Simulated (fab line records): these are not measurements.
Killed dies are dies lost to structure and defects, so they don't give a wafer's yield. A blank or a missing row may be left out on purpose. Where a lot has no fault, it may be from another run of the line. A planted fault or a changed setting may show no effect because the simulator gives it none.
Which of the tools did it? | flow sky130 | 12 lots with 36 wafers sampled at 4 steps, on a route of 708 steps

WHAT EACH GAUGE READ, for each wafer
SKY_LDD_HVN_TW_MEAS_10. Usual: LDD_HVN_TW typically reads 1435, with standard deviation 16.
lot  | measured     | on           | LDD_HVN_TW     | flag
L994 | day 20 19:06 | filmMetro-01 | 1451 1450 1438 | 
L996 | day 21 16:27 | filmMetro-01 | 1456 1463 1455 | 
L997 | day 21 20:23 | filmMetro-04 | 1441 1430 1433 | 
L999 | day 22 15:23 | filmMetro-02 | 1412 1415 1410 | 
L102 | day 23 21:55 | filmMetro-02 | 1417 1419 1410 | 
L103 | day 24 14:46 | filmMetro-04 | 1420 1416 1422 | 
L104 | day 24 17:28 | filmMetro-02 | 1418 1418 1421 | 
L108 | day 25 22:49 | filmMetro-02 | 1418 1422 1417 | 
L110 | day 26 17:35 | filmMetro-04 | 1432 1427 1427 | 
L112 | day 27 13:20 | filmMetro-04 | 1431 1432 1426 | 
L113 | day 27 21:43 | filmMetro-01 | 1449 1451 1458 | 
L115 | day 28 06:02 | filmMetro-04 | 1425 1430 1443 | 

SKY_LDD_LDN_OVL_MEAS_07. Usual: LDD_LDN_OVL typically reads -0.5 nm, with standard deviation 1.2.
lot  | measured     | on         | LDD_LDN_OVL (nm)  | flag
L994 | day 23 08:13 | overlay-01 | -2.3 -0.5 -1.6    | 
L996 | day 24 04:17 | overlay-01 | -0.4 -1.3 -0.5    | 
L997 | day 24 08:20 | overlay-02 | -2.3 -1.2 -1.0    | 
L999 | day 25 03:23 | overlay-01 | 0.3 0.6 1.3       | 
L102 | day 26 09:16 | overlay-02 | 0.5 0.2 -0.2      | 
L103 | day 27 00:40 | overlay-02 | 112.1 112.9 112.9 | OFF
L104 | day 27 04:07 | overlay-01 | 112.7 113.9 112.8 | OFF
L108 | day 28 09:02 | overlay-02 | 113.8 113.5 113.3 | OFF
L110 | day 29 03:04 | overlay-01 | 113.6 112.8 113.1 | OFF
L112 | day 29 22:59 | overlay-01 | 0.1 -0.1 -0.2     | 
L113 | day 30 07:10 | overlay-01 | -0.9 -0.3 -0.6    | 
L115 | day 30 13:50 | overlay-01 | -0.9 -1.0 -0.9    | 

TOOL THAT RAN EACH LOT (tool first, then ch and the chambers of the sampled wafers, then the start)
lot  | SKY_LDD_P_STRIP_10                  | SKY_LDD_LDN_EXPOSE_04
L994 | plasmaAsher-01 ch 0,1, day 19 12:02 | ilineStepper-02 ch 0, day 22 17:19
L996 | plasmaAsher-03 ch 0,1, day 20 09:34 | ilineStepper-01 ch 0, day 23 13:59
L997 | plasmaAsher-02 ch 0,1, day 20 13:01 | ilineStepper-02 ch 0, day 23 18:22
L999 | plasmaAsher-02 ch 0,1, day 21 08:02 | ilineStepper-02 ch 0, day 24 13:00
L102 | plasmaAsher-01 ch 0,1, day 22 15:25 | ilineStepper-02 ch 0, day 25 18:03
L103 | plasmaAsher-03 ch 0,1, day 23 08:13 | ilineStepper-02 ch 0, day 26 11:04
L104 | plasmaAsher-03 ch 0,1, day 23 11:34 | ilineStepper-02 ch 0, day 26 13:45
L108 | plasmaAsher-02 ch 0,1, day 24 17:28 | ilineStepper-02 ch 0, day 27 19:04
L110 | plasmaAsher-02 ch 0,1, day 25 12:13 | ilineStepper-02 ch 0, day 28 12:44
L112 | plasmaAsher-02 ch 0,1, day 26 08:07 | ilineStepper-01 ch 0, day 29 08:04
L113 | plasmaAsher-02 ch 0,1, day 26 16:38 | ilineStepper-01 ch 0, day 29 16:25
L115 | plasmaAsher-02 ch 0,1, day 27 00:59 | ilineStepper-01 ch 0, day 30 00:35
- SKY_LDD_P_STRIP_10: strips in O2/N2.
- SKY_LDD_LDN_EXPOSE_04: exposes mask LDNTM, target cd 700 nm.

AS READ BY THE TOOLS THEMSELVES (means over the sampled wafers that have a number; for cases with no such wafer, the mark the record gives instead)
SKY_LDD_P_STRIP_10. Usual: drypumpMotorCurrentA 6.0 A, standard deviation 0.34; oesProductAu 0.716 a.u., standard deviation 0.0048; stripTimeToEndpointS 14.18 s, standard deviation 0.042.
lot  | tool           | drypumpMotorCurrentA (A) | oesProductAu (a.u.) | stripTimeToEndpointS (s) | flag
L994 | plasmaAsher-01 | 6.4                      | 0.719               | 14.19                    | 
L996 | plasmaAsher-03 | 5.6                      | 0.714               | 14.16                    | 
L997 | plasmaAsher-02 | 5.9                      | 0.717               | 14.21                    | 
L999 | plasmaAsher-02 | 5.7                      | 0.715               | 14.22                    | 
L102 | plasmaAsher-01 | 6.3                      | 0.714               | 14.20                    | 
L103 | plasmaAsher-03 | 5.6                      | 0.714               | 14.20                    | 
L104 | plasmaAsher-03 | 5.8                      | 0.720               | 14.19                    | 
L108 | plasmaAsher-02 | 5.7                      | 0.718               | 14.25                    | 
L110 | plasmaAsher-02 | 5.7                      | 0.715               | 14.19                    | 
L112 | plasmaAsher-02 | 5.7                      | 0.716               | 14.20                    | 
L113 | plasmaAsher-02 | 5.9                      | 0.714               | 14.21                    | 
L115 | plasmaAsher-02 | 5.9                      | 0.716               | 14.17                    | 

SKY_LDD_LDN_EXPOSE_04. Usual: reticleTempC 23.01 C, standard deviation 0.12; stageVelMmS 500.00 mm/s, standard deviation 0.24.
lot  | tool            | reticleTempC (C) | stageVelMmS (mm/s) | flag
L994 | ilineStepper-02 | 22.86            | 500.03             | 
L996 | ilineStepper-01 | 23.02            | 500.03             | 
L997 | ilineStepper-02 | 23.23            | 499.70             | 
L999 | ilineStepper-02 | 22.87            | 499.89             | 
L102 | ilineStepper-02 | 22.98            | 500.20             | 
L103 | ilineStepper-02 | 22.94            | 500.11             | 
L104 | ilineStepper-02 | 22.96            | 499.69             | 
L108 | ilineStepper-02 | 23.01            | 499.86             | 
L110 | ilineStepper-02 | 23.03            | 500.00             | 
L112 | ilineStepper-01 | 23.04            | 500.09             | 
L113 | ilineStepper-01 | 22.99            | 500.09             | 
L115 | ilineStepper-01 | 22.99            | 499.74             | 

THE ANSWER, worked out from the rows above alone
Rule: a lot counts as off when the mean over its wafers that have a number is more than 3 standard deviations away from the usual mean. Also off: a lot with no number at a reading for which 4 or more lots have one. The other lots that the step has rows for count as sound. Order of review: gauges by route order, followed by the tools' own readings, for which a lot's mean as printed above is used. At the first step where some lot is off, the reading lying furthest off is the one used; lots without a number count as furthest.
Off: L103, L104, L108, L110, seen at SKY_LDD_LDN_OVL_MEAS_07 (LDD_LDN_OVL).
If a tool, at a process step before that reading, ran all the lots that are off and no sound lot after the first of them, it fits. Those tools and the gauges at SKY_LDD_LDN_OVL_MEAS_07 are tried in the same way. One fits: ilineStepper-02 at SKY_LDD_LDN_EXPOSE_04. Its last sound lot is L102 (day 25 18:03), its first lot that is off L103 (day 26 11:04): a fault that began between those two fits.

WHAT THE SIMULATOR PUT IN
Scanner matching overlay: ilineStepper-02, from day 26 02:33 on, at SKY_LDD_LDN_EXPOSE_04. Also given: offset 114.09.
Struck lots among those shown: L103, L104, L108, L110. Same finding as the rule above.
